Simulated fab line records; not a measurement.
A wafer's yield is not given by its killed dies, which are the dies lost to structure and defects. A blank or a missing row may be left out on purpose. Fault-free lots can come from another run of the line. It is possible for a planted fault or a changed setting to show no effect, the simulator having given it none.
Which tool did it? :: flow gf180mcu :: 13 lots, 39 wafers sampled, at 5 steps of a route of 602

## WHAT EACH GAUGE READ, for each wafer
GF_V1_THK_MEAS_25: measures by xrf. Usual: V1_W_THK typically reads 356 nm, with standard deviation 5.5.
lot: L355
measured: day 18 09:56
on: film metro-01
V1_W_THK (nm): 356 362 360
flag: 

lot: L356
measured: day 18 11:13
on: film metro-02
V1_W_THK (nm): 358 356 355
flag: 

lot: L357
measured: day 18 20:26
on: film metro-01
V1_W_THK (nm): 359 358 356
flag: 

lot: L358
measured: day 19 07:16
on: film metro-01
V1_W_THK (nm): 362 357 355
flag: 

lot: L360
measured: day 19 22:23
on: film metro-01
V1_W_THK (nm): 367 358 365
flag: 

lot: L362
measured: day 20 17:17
on: film metro-02
V1_W_THK (nm): 358 347 359
flag: 

lot: L361
measured: day 20 19:56
on: film metro-01
V1_W_THK (nm): 362 361 362
flag: 

lot: L363
measured: day 20 22:20
on: film metro-01
V1_W_THK (nm): 365 355 355
flag: 

lot: L364
measured: day 21 13:33
on: film metro-01
V1_W_THK (nm): 362 360 359
flag: 

lot: L366
measured: day 22 08:46
on: film metro-01
V1_W_THK (nm): 368 356 366
flag: 

lot: L367
measured: day 22 16:34
on: film metro-02
V1_W_THK (nm): 356 356 349
flag: 

lot: L368
measured: day 22 20:43
on: film metro-02
V1_W_THK (nm): 349 352 346
flag: 

lot: L377
measured: day 25 19:30
on: film metro-01
V1_W_THK (nm): 355 352 350
flag: 

GF_M3_RS_MEAS_05: measurement is done with a four-point probe. Usual: M3_ALCU_RS typically reads 0.0693 ohm/sq, with standard deviation 0.00064.
lot: L355
measured: day 20 12:55
on: film metro-04
M3_ALCU_RS (ohm/sq): 0.0699 0.0692 0.0688
flag: 

lot: L356
measured: day 20 15:10
on: film metro-03
M3_ALCU_RS (ohm/sq): 0.0706 0.0708 0.0708
flag: 

lot: L357
measured: day 21 00:21
on: film metro-01
M3_ALCU_RS (ohm/sq): 0.0696 0.0696 0.0696
flag: 

lot: L358
measured: day 21 10:54
on: film metro-01
M3_ALCU_RS (ohm/sq): 0.0698 0.0698 0.0696
flag: 

lot: L360
measured: day 22 02:20
on: film metro-01
M3_ALCU_RS (ohm/sq): 0.0684 0.0688 0.0693
flag: 

lot: L362
measured: day 22 20:00
on: film metro-03
M3_ALCU_RS (ohm/sq): 0.0692 0.0693 0.0693
flag: 

lot: L361
measured: day 22 22:47
on: film metro-03
M3_ALCU_RS (ohm/sq): 0.0687 0.0684 0.0685
flag: 

lot: L363
measured: day 23 01:16
on: film metro-03
M3_ALCU_RS (ohm/sq): 0.0704 0.0698 0.0695
flag: 

lot: L364
measured: day 23 15:16
on: film metro-01
M3_ALCU_RS (ohm/sq): 0.0686 0.0686 0.0687
flag: 

lot: L366
measured: day 24 08:56
on: film metro-01
M3_ALCU_RS (ohm/sq): 0.0697 0.0694 0.0699
flag: 

lot: L367
measured: day 24 17:32
on: film metro-01
M3_ALCU_RS (ohm/sq): 0.0689 0.0700 0.0695
flag: 

lot: L368
measured: day 24 20:58
on: film metro-01
M3_ALCU_RS (ohm/sq): 0.0690 0.0685 0.0691
flag: 

lot: L377
measured: day 27 16:26
on: film metro-01
M3_ALCU_RS (ohm/sq): 0.0690 0.0689 0.0686
flag: 

GF_V3_THK_MEAS_01. Usual: V3_CVD_00_THK typically reads 598 nm, with standard deviation 7.1.
lot: L355
measured: day 21 14:10
on: film metro-03
V3_CVD_00_THK (nm): 607 612 610
flag: 

lot: L356
measured: day 21 16:04
on: film metro-03
V3_CVD_00_THK (nm): 596 601 595
flag: 

lot: L357
measured: day 22 00:47
on: film metro-03
V3_CVD_00_THK (nm): 598 595 604
flag: 

lot: L358
measured: day 22 11:19
on: film metro-01
V3_CVD_00_THK (nm): 590 604 595
flag: 

lot: L360
measured: day 23 02:35
on: film metro-02
V3_CVD_00_THK (nm): 605 593 603
flag: 

lot: L362
measured: day 23 19:31
on: film metro-02
V3_CVD_00_THK (nm): 602 604 597
flag: 

lot: L361
measured: day 23 21:58
on: film metro-01
V3_CVD_00_THK (nm): 612 607 597
flag: 

lot: L363
measured: day 24 00:29
on: film metro-01
V3_CVD_00_THK (nm): 603 594 598
flag: 

lot: L364
measured: day 24 13:46
on: film metro-01
V3_CVD_00_THK (nm): 591 608 599
flag: 

lot: L366
measured: day 25 07:41
on: film metro-01
V3_CVD_00_THK (nm): 586 590 600
flag: 

lot: L367
measured: day 25 14:56
on: film metro-02
V3_CVD_00_THK (nm): 597 593 608
flag: 

lot: L368
measured: day 25 19:05
on: film metro-01
V3_CVD_00_THK (nm): 600 600 594
flag: 

lot: L377
measured: day 28 13:05
on: film metro-02
V3_CVD_00_THK (nm): 287 593 597
flag: OFF

## EACH LOT AND THE TOOL THAT RAN IT (in order: tool; ch and the chambers of the sampled wafers; start)
lot: L355
GF_V2_CVD_02: pecvd-03 ch 0,2, day 19 10:34
GF_V3_CVD_00: hdpcvd-02 ch 1,2, day 21 14:05

lot: L356
GF_V2_CVD_02: pecvd-03 ch 0,1,2, day 19 12:19
GF_V3_CVD_00: hdpcvd-01 ch 0,2, day 21 15:58

lot: L357
GF_V2_CVD_02: pecvd-02 ch 0,2, day 19 22:13
GF_V3_CVD_00: hdpcvd-02 ch 0,1,2, day 22 00:43

lot: L358
GF_V2_CVD_02: pecvd-01 ch 0, day 20 09:22
GF_V3_CVD_00: hdpcvd-02 ch 0,1, day 22 11:14

lot: L360
GF_V2_CVD_02: pecvd-02 ch 0,2, day 21 00:01
GF_V3_CVD_00: hdpcvd-02 ch 1,2, day 23 02:29

lot: L362
GF_V2_CVD_02: pecvd-03 ch 0,1, day 21 18:40
GF_V3_CVD_00: hdpcvd-02 ch 0,2, day 23 19:26

lot: L361
GF_V2_CVD_02: pecvd-02 ch 0,1,2, day 21 21:41
GF_V3_CVD_00: hdpcvd-02 ch 0,1,2, day 23 21:53

lot: L363
GF_V2_CVD_02: pecvd-01 ch 0,1, day 22 00:04
GF_V3_CVD_00: hdpcvd-02 ch 0,1, day 24 00:23

lot: L364
GF_V2_CVD_02: pecvd-01 ch 1,2, day 22 14:35
GF_V3_CVD_00: hdpcvd-02 ch 0,1, day 24 13:41

lot: L366
GF_V2_CVD_02: pecvd-03 ch 0,1, day 23 08:56
GF_V3_CVD_00: hdpcvd-02 ch 0,1,2, day 25 07:35

lot: L367
GF_V2_CVD_02: pecvd-02 ch 0,2, day 23 17:35
GF_V3_CVD_00: hdpcvd-01 ch 0,1, day 25 14:52

lot: L368
GF_V2_CVD_02: pecvd-02 ch 0,1,2, day 23 20:47
GF_V3_CVD_00: hdpcvd-01 ch 0,1,2, day 25 19:01

lot: L377
GF_V2_CVD_02: pecvd-02 ch 0,1, day 26 17:33
GF_V3_CVD_00: hdpcvd-02 ch 0,1,2, day 28 13:00
- GF_V2_CVD_02: deposits SiO2 from TEOS, target thk 850 nm, time 94.851 s.
- GF_V3_CVD_00: deposits SiO2, target thk 600 nm, time 100 s.

## AS READ BY THE TOOLS THEMSELVES (means over the sampled wafers that have a number; for cases with no such wafer, the mark the record gives instead)
GF_V2_CVD_02. Usual: heater power w reads 644 W (standard deviation 90).
lot: L355
tool: pecvd-03
heater power w (W): 641
flag: 

lot: L356
tool: pecvd-03
heater power w (W): 630
flag: 

lot: L357
tool: pecvd-02
heater power w (W): 693
flag: 

lot: L358
tool: pecvd-01
heater power w (W): 561
flag: 

lot: L360
tool: pecvd-02
heater power w (W): 670
flag: 

lot: L362
tool: pecvd-03
heater power w (W): 649
flag: 

lot: L361
tool: pecvd-02
heater power w (W): 622
flag: 

lot: L363
tool: pecvd-01
heater power w (W): 608
flag: 

lot: L364
tool: pecvd-01
heater power w (W): 741
flag: 

lot: L366
tool: pecvd-03
heater power w (W): 621
flag: 

lot: L367
tool: pecvd-02
heater power w (W): 689
flag: 

lot: L368
tool: pecvd-02
heater power w (W): 639
flag: 

lot: L377
tool: pecvd-02
heater power w (W): 595
flag: 

GF_V3_CVD_00. Usual: sih4 flow sccm reads 60.01 sccm (standard deviation 0.19).
lot: L355
tool: hdpcvd-02
sih4 flow sccm (sccm): 60.07
flag: 

lot: L356
tool: hdpcvd-01
sih4 flow sccm (sccm): 59.95
flag: 

lot: L357
tool: hdpcvd-02
sih4 flow sccm (sccm): 59.94
flag: 

lot: L358
tool: hdpcvd-02
sih4 flow sccm (sccm): 60.00
flag: 

lot: L360
tool: hdpcvd-02
sih4 flow sccm (sccm): 59.85
flag: 

lot: L362
tool: hdpcvd-02
sih4 flow sccm (sccm): 60.03
flag: 

lot: L361
tool: hdpcvd-02
sih4 flow sccm (sccm): 59.79
flag: 

lot: L363
tool: hdpcvd-02
sih4 flow sccm (sccm): 59.92
flag: 

lot: L364
tool: hdpcvd-02
sih4 flow sccm (sccm): 60.23
flag: 

lot: L366
tool: hdpcvd-02
sih4 flow sccm (sccm): 59.96
flag: 

lot: L367
tool: hdpcvd-01
sih4 flow sccm (sccm): 59.99
flag: 

lot: L368
tool: hdpcvd-01
sih4 flow sccm (sccm): 60.11
flag: 

lot: L377
tool: hdpcvd-02
sih4 flow sccm (sccm): 50.12
flag: OFF

## THE ANSWER, worked out from the rows above alone
Rule: lot off if the mean of its wafers having a number is beyond 3 standard deviations from the usual mean. Also off: a lot with no number at a reading for which 4 or more lots have one. All remaining lots with rows at the step are treated as sound. First the gauges in route order, then the tools' own readings, where a lot's mean is used as printed above. The first step at which some lot is off is used, and at that step the reading that is off furthest; a lot without a number counts as furthest.
Off: L377, at GF_V3_THK_MEAS_01 (V3_CVD_00_THK).
If a tool, at a process step before that reading, ran all the lots that are off and no sound lot after the first of them, it fits. The gauges at GF_V3_THK_MEAS_01 aren't tried: what is off there is off at GF_V3_CVD_00 too, on other tools, and a gauge's error can't cause that. 2 tools fit, pecvd-02 at GF_V2_CVD_02 and hdpcvd-02 at GF_V3_CVD_00, so this cannot tell which one it is.

## WHAT WAS PUT IN BY THE SIMULATOR
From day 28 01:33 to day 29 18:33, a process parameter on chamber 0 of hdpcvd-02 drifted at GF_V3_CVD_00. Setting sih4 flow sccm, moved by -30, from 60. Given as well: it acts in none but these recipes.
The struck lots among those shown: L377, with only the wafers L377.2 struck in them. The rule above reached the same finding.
